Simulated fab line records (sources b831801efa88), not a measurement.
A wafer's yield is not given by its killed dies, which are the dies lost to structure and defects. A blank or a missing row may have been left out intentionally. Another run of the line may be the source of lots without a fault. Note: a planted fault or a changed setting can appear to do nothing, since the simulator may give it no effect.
fab line records	flow sky130
record: lots: 6	wafers: 18	last_day: 50
route steps=708 shown RES_XHIGH@339 SD_N@342 PAD_OPEN@708
lots untouched by any fault: they come from a run of this same line in which no faults occurred
start_h: the number of hours between the record's first day and the start of the first shown wafer of the lot	wait_h: time in hours since the lot's previous step	" same as the row above	L1.1+2: a row that stands for several wafers	- value missing, or start not given	* or withheld: withheld	< > ~ a bound
route shown NAME@n: NAME is a module with steps in the file, n the number in the route of the first one	usual: mean/standard deviation of fault-free wafers	same: alike in all rows	chamber/n: place in a boat	sites: readings site by site	_std_site: standard deviation of those values	_edge_site: inner sites' mean taken away from outer sites' mean	radius_mm: for every site, how far away it sits from the centre of the wafer	mask NAME#n: copy n	behind: the last tool/chamber to shape the wafer	hold: cause of the lot's hold/its duration in hours/its outcome	device: whichever transistor did not switch (one of n, p or np)	end of line: the same wafers' tests at the end of the route	a step given without rows: its recipe and nothing more	killed: at the first sort, the dies lost to defects and structure; wafer yield is something else	map: a wafer's dies, marking killed ones x, the rest . and places with no die _
set.NAME: the setting the step ran with; set.NAME@STEP: the setting that earlier step ran with	model.NAME: the simulator's own value behind a step, which no gauge read
certain route steps with their lots: each step a table, each wafer a row
services: a tool's chamber out of use, with start hour (start_h, from the record's first day; less than 0 if before it), hours out, and reason
== steps ==
step: SKY_RES_XHIGH_IMPLANT_07
recipe: species: BF2	energy_kev: 20	dose_cm2: 3.6e+14	tilt_deg: 0
step: SKY_RES_XHIGH_STRIP_08
recipe: chemistry: O2/N2	power_w: 1400	pressure_mtorr: 1500	platen_temp_c: withheld	o2_flow_sccm: 3000	n2_flow_sccm: 300	overash_fraction: 0.5
usual: drypump_motor_current_A: 5.6/0.48	oes_product_au: 0.711/0.0046	strip_time_to_endpoint_s: 14.30/0.04
lot.wafer	tool	chamber	start_h	wait_h	drypump_motor_current_A	oes_product_au	rf_hours_counter_h	strip_time_to_endpoint_s
L386.2	plasma_asher-01	1	689.52	0.1	5.6	0.707	59	14.37
L386.3	"	0	"	"	4.9	0.711	-	14.37
L386.5	"	0	"	"	4.9	0.715	-	14.37
L393.2	plasma_asher-03	0	742.46	0.1	5.2	0.719	31	14.25
L393.4	"	1	"	"	6.2	0.706	-	14.29
L393.6	"	0	"	"	5.3	0.709	-	14.31
L394.1	plasma_asher-03	0	753.26	0.1	5.3	0.712	32	14.34
L394.3	"	1	"	"	6.2	0.708	-	14.35
L394.4	"	0	"	"	5.2	0.706	-	14.34
L395.3	plasma_asher-03	1	757.91	0.1	6.2	0.702	-	14.27
L395.4	"	0	"	"	5.3	0.709	-	14.29
L395.5	"	1	"	"	6.2	0.700	-	14.32
L399.1	plasma_asher-01	0	774.02	0.1	4.9	0.716	68	14.32
L399.5	"	1	"	"	5.7	0.708	-	14.31
L399.6	"	0	"	"	5.0	0.704	-	14.31
L403.1	plasma_asher-02	0	791.23	0.1	6.1	0.707	95	14.35
L403.2	"	1	"	"	5.2	0.713	95	14.35
L403.3	"	1	"	"	5.2	0.708	-	14.37
step: SKY_RES_XHIGH_TW_MEAS_09
usual: RES_XHIGH_TW: 1636/9.6
lot.wafer	tool	chamber	start_h	wait_h	RES_XHIGH_TW
L386.2	film_metro-01	-	689.63	0.1	1635
L386.3	"	-	"	"	1639
L386.5	"	-	"	"	1658
L393.2	film_metro-02	-	742.57	0.1	1644
L393.4	"	-	"	"	1637
L393.6	"	-	"	"	1638
L394.1	film_metro-02	-	753.36	0.1	1639
L394.3	"	-	"	"	1631
L394.4	"	-	"	"	1628
L395.3	film_metro-02	-	758.00	0.1	1639
L395.4	"	-	"	"	1641
L395.5	"	-	"	"	1631
L399.1	film_metro-03	-	774.12	0.1	1634
L399.5	"	-	"	"	1639
L399.6	"	-	"	"	1645
L403.1	film_metro-01	-	791.33	0.1	1639
L403.2	"	-	"	"	1649
L403.3	"	-	"	"	1636
step: SKY_SD_N_DEHYDRATE_00
recipe: temp_c: 200	time_s: 60
step: SKY_SD_N_HMDS_01
recipe: prime_time_s: 60	prime_temp_c: 120
step: SKY_SD_N_COAT_02
recipe: resist: NOVOLAK	spin_rpm: 3000	resist_thk_nm: 1140
step: SKY_SD_N_SOFTBAKE_03
recipe: temp_c: 90	time_s: 60	resist: NOVOLAK
step: SKY_SD_N_EXPOSE_04
recipe: mask_id: NSDM	na: 0.6	source_shape: conventional	sigma_outer: 0.6	polarization: unpolarized	target_cd_nm: 380	dose_mj: 141
step: SKY_SD_N_PEB_05
recipe: temp_c: withheld	time_s: *	resist: NOVOLAK
step: SKY_SD_N_DEVELOP_06
recipe: resist: NOVOLAK	developer: TMAH	develop_time_s: 60	dev_temp_c: 23
step: SKY_SD_N_CD_MEAS_07
recipe: target_cd_nm: 380
usual: cd_nm: 381.1/2.5
lot.wafer	tool	chamber	start_h	wait_h	cd_nm
L386.2	cd_sem-01	-	717.11	0.1	381.3
L386.3	"	-	"	"	383.3
L386.5	"	-	"	"	382.1
L393.2	cd_sem-02	-	769.55	0.1	383.6
L393.4	"	-	"	"	382.1
L393.6	"	-	"	"	385.6
L394.1	cd_sem-02	-	780.56	0.1	387.1
L394.3	"	-	"	"	384.1
L394.4	"	-	"	"	385.6
L395.3	cd_sem-02	-	785.78	0.1	381.8
L395.4	"	-	"	"	382.3
L395.5	"	-	"	"	382.8
L399.1	cd_sem-01	-	799.91	0.1	381.1
L399.5	"	-	"	"	380.6
L399.6	"	-	"	"	380.9
L403.1	cd_sem-01	-	817.48	0.1	379.0
L403.2	"	-	"	"	381.4
L403.3	"	-	"	"	380.6
step: SKY_SD_N_OVL_MEAS_08
usual: SD_N_OVL: -1.1/1.3
lot.wafer	tool	chamber	start_h	wait_h	SD_N_OVL[nm]
L386.2	overlay-01	-	717.22	0.1	-2.3
L386.3	"	-	"	"	-1.3
L386.5	"	-	"	"	-1.7
L393.2	overlay-02	-	769.66	0.1	-0.6
L393.4	"	-	"	"	-0.3
L393.6	"	-	"	"	-3.6
L394.1	overlay-02	-	780.68	0.1	-2.2
L394.3	"	-	"	"	-0.9
L394.4	"	-	"	"	-2.3
L395.3	overlay-02	-	785.88	0.1	1.6
L395.4	"	-	"	"	2.1
L395.5	"	-	"	"	1.1
L399.1	overlay-01	-	800.03	0.1	-1.9
L399.5	"	-	"	"	-2.4
L399.6	"	-	"	"	-1.1
L403.1	overlay-02	-	817.60	0.1	-2.4
L403.2	"	-	"	"	-1.7
L403.3	"	-	"	"	-2.1
step: SKY_SD_N_IMPLANT_09
recipe: species: As	energy_kev: 50	dose_cm2: 4e+15	tilt_deg: 0
usual: dose_ions_cm2: 4.001e+15/4.1e+12
lot.wafer	tool	chamber	start_h	wait_h	dose_ions_cm2
L386.2	implanter-03	0	717.27	0.0	4.005e+15
L386.3	"	0	"	"	3.997e+15
L386.5	"	0	"	"	3.998e+15
L393.2	implanter-02	0	769.71	0.0	4.003e+15
L393.4	"	0	"	"	3.997e+15
L393.6	"	0	"	"	4.001e+15
L394.1	implanter-04	0	780.71	0.0	4.002e+15
L394.3	"	0	"	"	3.996e+15
L394.4	"	0	"	"	3.999e+15
L395.3	implanter-02	0	785.95	0.1	2.315e+15
L395.4	"	0	"	"	2.317e+15
L395.5	"	0	"	"	2.31e+15
L399.1	implanter-02	0	800.06	0.0	2.318e+15
L399.5	"	0	"	"	2.312e+15
L399.6	"	0	"	"	2.311e+15
L403.1	implanter-04	0	817.64	0.0	3.995e+15
L403.2	"	0	"	"	4.004e+15
L403.3	"	0	"	"	4e+15
step: SKY_SD_N_IMPLANT_10
recipe: species: P	energy_kev: 20	dose_cm2: 1e+14	tilt_deg: 0
step: SKY_SD_N_STRIP_11
recipe: chemistry: O2/N2	power_w: 1400	pressure_mtorr: 1500	platen_temp_c: withheld	o2_flow_sccm: 2896	n2_flow_sccm: 300	overash_fraction: 0.5
usual: drypump_motor_current_A: 5.5/0.39	oes_product_au: 0.527/0.005	strip_time_to_endpoint_s: 22.60/0.039
lot.wafer	tool	chamber	start_h	wait_h	drypump_motor_current_A	oes_product_au	rf_hours_counter_h	strip_time_to_endpoint_s
L386.2	plasma_asher-02	0	717.55	0.1	6.1	0.535	89	22.53
L386.3	"	1	"	"	5.2	0.523	-	22.56
L386.5	"	0	"	"	6.1	0.533	-	22.59
L393.2	plasma_asher-04	0	769.99	0.1	5.8	0.523	3	22.60
L393.4	"	0	"	"	5.8	0.527	-	22.58
L393.6	"	0	"	"	5.7	0.523	-	22.63
L394.1	plasma_asher-02	0	781.01	0.1	6.1	0.528	94	22.57
L394.3	"	1	"	"	5.2	0.533	-	22.60
L394.4	"	0	"	"	6.1	0.534	-	22.63
L395.3	plasma_asher-04	1	786.23	0.1	5.2	0.557	-	20.65
L395.4	"	0	"	"	5.7	0.559	-	20.62
L395.5	"	1	"	"	5.2	0.550	-	20.65
L399.1	plasma_asher-01	0	800.36	0.1	4.9	0.554	71	20.60
L399.5	"	0	"	"	4.9	0.546	-	20.65
L399.6	"	1	"	"	5.7	0.556	-	20.64
L403.1	plasma_asher-02	0	817.94	0.1	6.1	0.532	98	22.56
L403.2	"	1	"	"	5.2	0.525	98	22.52
L403.3	"	1	"	"	5.2	0.523	-	22.52
step: SKY_SD_N_TW_MEAS_12
usual: SD_N_TW: 3973/21
lot.wafer	tool	chamber	start_h	wait_h	hold	SD_N_TW
L386.2	film_metro-03	-	717.66	0.1	-	3937
L386.3	"	-	"	"	-	3961
L386.5	"	-	"	"	-	3943
L393.2	film_metro-03	-	770.10	0.1	-	4008
L393.4	"	-	"	"	-	3976
L393.6	"	-	"	"	-	3996
L394.1	film_metro-02	-	781.11	0.1	-	4021
L394.3	"	-	"	"	-	4007
L394.4	"	-	"	"	-	4010
L395.3	film_metro-03	-	786.32	0.1	-	3910
L395.4	"	-	"	"	-	3901
L395.5	"	-	"	"	-	3910
L399.1	film_metro-03	-	800.46	0.1	await_dispo/0.2h/release	3874
L399.5	"	-	"	"	await_dispo/0.2h/release	3873
L399.6	"	-	"	"	await_dispo/0.2h/release	3888
L399.1	film_metro-03	-	800.69	0.2	-	3888
L399.5	"	-	"	"	-	3918
L399.6	"	-	"	"	-	3880
L403.1	film_metro-02	-	818.04	0.1	-	3947
L403.2	"	-	"	"	-	3961
L403.3	"	-	"	"	-	3964
step: SKY_SD_N_RTA_14
recipe: temp_c: 1075	time_s: 2	idle_temp_c: 650	ramp_up_c_per_s: 150	ramp_down_c_per_s: 90	ambient: N2
usual: lamp_power_pct: 15.74/0.058	wafer_temp_C_max: 1078.0/1.1
lot.wafer	tool	chamber	start_h	wait_h	lamp_power_pct	wafer_temp_C_max
L386.2	rtp_anneal-02	0	717.77	0.0	15.71	1080.1
L386.3	"	0	"	"	15.72	1079.3
L386.5	"	0	"	"	15.74	1075.6
L393.2	rtp_anneal-02	0	770.21	0.0	15.75	1076.5
L393.4	"	0	"	"	15.76	1079.2
L393.6	"	0	"	"	15.61	1075.9
L394.1	rtp_anneal-02	0	781.22	0.0	15.74	1079.2
L394.3	"	0	"	"	15.74	1078.0
L394.4	"	0	"	"	15.79	1079.4
L395.3	rtp_anneal-01	0	786.43	0.0	15.80	1077.9
L395.4	"	0	"	"	15.75	1076.9
L395.5	"	0	"	"	15.66	1077.3
L399.1	rtp_anneal-02	0	805.25	0.0	15.83	1076.0
L399.5	"	0	"	"	15.74	1076.6
L399.6	"	0	"	"	15.80	1079.0
L403.1	rtp_anneal-02	0	818.15	0.0	15.62	1078.7
L403.2	"	0	"	"	15.83	1077.9
L403.3	"	0	"	"	15.75	1079.3
step: SKY_SD_N_RS_MEAS_16
recipe: thk_meas_gauge: four-point-probe
usual: SD_N_RS: 68.55/0.11
lot.wafer	tool	chamber	start_h	wait_h	hold	SD_N_RS[ohm/sq]
L386.2	film_metro-01	-	717.95	0.1	-	68.69
L386.3	"	-	"	"	-	68.56
L386.5	"	-	"	"	-	68.75
L393.2	film_metro-02	-	770.39	0.1	-	68.35
L393.4	"	-	"	"	-	68.55
L393.6	"	-	"	"	-	68.39
L394.1	film_metro-03	-	781.40	0.1	-	68.86
L394.3	"	-	"	"	-	68.63
L394.4	"	-	"	"	-	68.61
L395.3	film_metro-02	-	786.62	0.1	await_dispo/0.2h/release	75.24
L395.4	"	-	"	"	await_dispo/0.2h/release	75.16
L395.5	"	-	"	"	await_dispo/0.2h/release	75.16
L395.3	film_metro-02	-	786.98	0.3	-	75.11
L395.4	"	-	"	"	-	75.08
L395.5	"	-	"	"	-	75.12
L399.1	film_metro-01	-	805.43	0.1	await_dispo/0.2h/release	74.83
L399.5	"	-	"	"	await_dispo/0.2h/release	75.01
L399.6	"	-	"	"	await_dispo/0.2h/release	75.13
L399.1	film_metro-01	-	805.71	0.3	-	75.06
L399.5	"	-	"	"	-	75.08
L399.6	"	-	"	"	-	75.14
L403.1	film_metro-03	-	818.32	0.1	-	68.68
L403.2	"	-	"	"	-	68.56
L403.3	"	-	"	"	-	68.61
step: SKY_PAD_OPEN_PROBE_99
usual: defect_limited_yield: 82.1/1.8	killed_at_M0_to_M3: 44/6.2	killed_at_M4_up: 3.3/1.8	killed_at_contacts: 25/5.8	killed_at_front_end: 15/4	killed_at_other: 0.3/0.49	killed_dies: 88/8.8	killed_open: 48/6.5	killed_short: 39/6.3	sort_bin_3_pad_short: 0.9/0.41	sort_bin_5_function: 10.6/1.4	sort_bin_6_memory: 6.4/1.1	sort_n_pass: 404/8.8	sort_yield_pct: 82.1/1.8
same: gross_dies: 492	killed_at_back_side: 0	sort_bin_4_leakage[%]: 0	sort_bin_8_speed[%]: 0
lot.wafer	tool	chamber	start_h	wait_h	defect_limited_yield[%]	killed_at_M0_to_M3	killed_at_M4_up	killed_at_contacts	killed_at_front_end	killed_at_other	killed_dies	killed_open	killed_short	sort_bin_3_pad_short[%]	sort_bin_5_function[%]	sort_bin_6_memory[%]	sort_n_pass	sort_yield_pct[%]
L386.2	prober-01	-	1128.31	0.1	85.4	37	1	22	12	0	72	40	32	0.6	9.8	4.3	420	85.4
L386.3	prober-01	-	1128.36	0.2	82.5	45	6	21	14	0	86	48	38	0.8	8.7	7.9	406	82.5
L386.5	prober-01	-	1128.46	0.2	82.3	39	0	24	24	0	87	43	44	0.8	10.4	6.5	405	82.3
L403.1	prober-02	-	1199.87	0.1	82.9	36	3	32	13	0	84	53	31	0.6	10.2	6.3	408	82.9
L403.2	prober-02	-	1199.92	0.1	81.5	37	2	34	18	0	91	44	46	1.0	10.4	7.1	401	81.5
L403.3	prober-02	-	1199.97	0.2	83.1	51	1	16	15	0	83	47	36	0.4	10.2	6.3	409	83.1
killed by level:class
L386.2 CONTACT:geometric_particle:open=8 POLY_GATE:geometric_particle:open=6 METAL2:geometric_particle:short=6 LI_CONTACT:geometric_particle:open=5 VIA1:geometric_particle:short=5 VIA2:geometric_particle:open=5 METAL1:geometric_particle:short=4 VIA3:geometric_particle:open=4
L386.3 VIA1:geometric_particle:open=13 CONTACT:geometric_particle:short=8 VIA3:geometric_particle:open=8 VIA1:geometric_particle:short=7 CONTACT:geometric_particle:open=6 LI_CONTACT:geometric_particle:open=5 POLY_GATE:geometric_particle:open=4 VIA3:geometric_particle:short=4
L386.5 POLY_GATE:geometric_particle:short=9 CONTACT:geometric_particle:open=9 VIA1:geometric_particle:open=9 POLY_GATE:geometric_particle:open=7 LOCAL_INTERCONNECT:geometric_particle:short=5 CONTACT:geometric_particle:short=5 VIA3:geometric_particle:short=5 METAL1:geometric_particle:short=5
L403.1 CONTACT:geometric_particle:open=14 VIA1:geometric_particle:open=9 CONTACT:geometric_particle:short=7 VIA3:geometric_particle:open=6 LI_CONTACT:geometric_particle:open=5 FIELD_ISO:geometric_particle:open=4 FIELD_ISO:geometric_particle:short=4 VIA1:geometric_particle:short=4
L403.2 CONTACT:geometric_particle:open=12 VIA1:geometric_particle:open=9 LI_CONTACT:geometric_particle:open=8 CONTACT:geometric_particle:short=8 VIA1:geometric_particle:short=6 FIELD_ISO:geometric_particle:short=5 POLY_GATE:geometric_particle:short=5 METAL3:geometric_particle:short=5
L403.3 VIA2:geometric_particle:open=10 VIA1:geometric_particle:open=9 FIELD_ISO:geometric_particle:open=7 METAL2:geometric_particle:short=7 CONTACT:geometric_particle:open=6 METAL1:geometric_particle:short=6 VIA3:geometric_particle:open=6 VIA1:geometric_particle:short=5
== services ==
tool	chamber	start_h	hours	kind
implanter-03	-	688.65	1.4	repair
implanter-03	-	690.07	3.7	pm
implanter-02	-	694.01	4.9	pm
plasma_asher-01	-	714.81	2.8	pm
implanter-04	-	723.04	1.7	repair
plasma_asher-02	-	730.23	6.6	repair
implanter-04	-	731.54	8.8	pm
plasma_asher-04	-	733.77	9.0	pm
plasma_asher-04	0	733.77	9.0	vent_cycle
plasma_asher-04	1	733.77	9.0	vent_cycle
plasma_asher-04	0	742.77	-	clean
plasma_asher-04	1	742.77	-	clean
implanter-03	-	747.59	1.0	repair
plasma_asher-04	-	751.52	1.1	repair
implanter-03	-	768.29	1.6	repair
implanter-03	-	773.18	4.3	repair
plasma_asher-01	-	784.75	0.7	repair
plasma_asher-04	-	791.93	2.8	repair
plasma_asher-03	-	799.73	8.2	pm
plasma_asher-02	-	810.22	2.3	repair
== key ==
first_sign: step: SKY_SD_N_IMPLANT_09	reading: dose_ions_cm2	direction: down	sigmas: 99+	usual: *	struck: *
effect: step: SKY_SD_N_STRIP_11	reading: strip_time_to_endpoint_s	direction: down	sigmas: 50	usual: *	struck: *
effect: step: SKY_SD_N_TW_MEAS_12	reading: visit	direction: added
effect: step: SKY_SD_N_RS_MEAS_16	reading: visit	direction: added
effect: step: SKY_SD_N_RS_MEAS_16	reading: SD_N_RS	direction: up	sigmas: 61	usual: 68.55	struck: 75.09
met_at SKY_SD_N_IMPLANT_09
struck_wafers L395.3,L395.4,L395.5,L399.1,L399.5,L399.6
scrapped_behind SKY_SD_N_RS_MEAS_16 L395.3,L395.4,L395.5,L399.1,L399.5,L399.6
onset_between 769.71 785.95
fault: kind: process_parameter_drift	tool: implanter-02	chamber: -	onset_h: 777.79	steps: SKY_SD_N_IMPLANT_09	channel: dose_cm2	offset: *	shape: step	end_h: 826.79	acts_in: *	stated: *
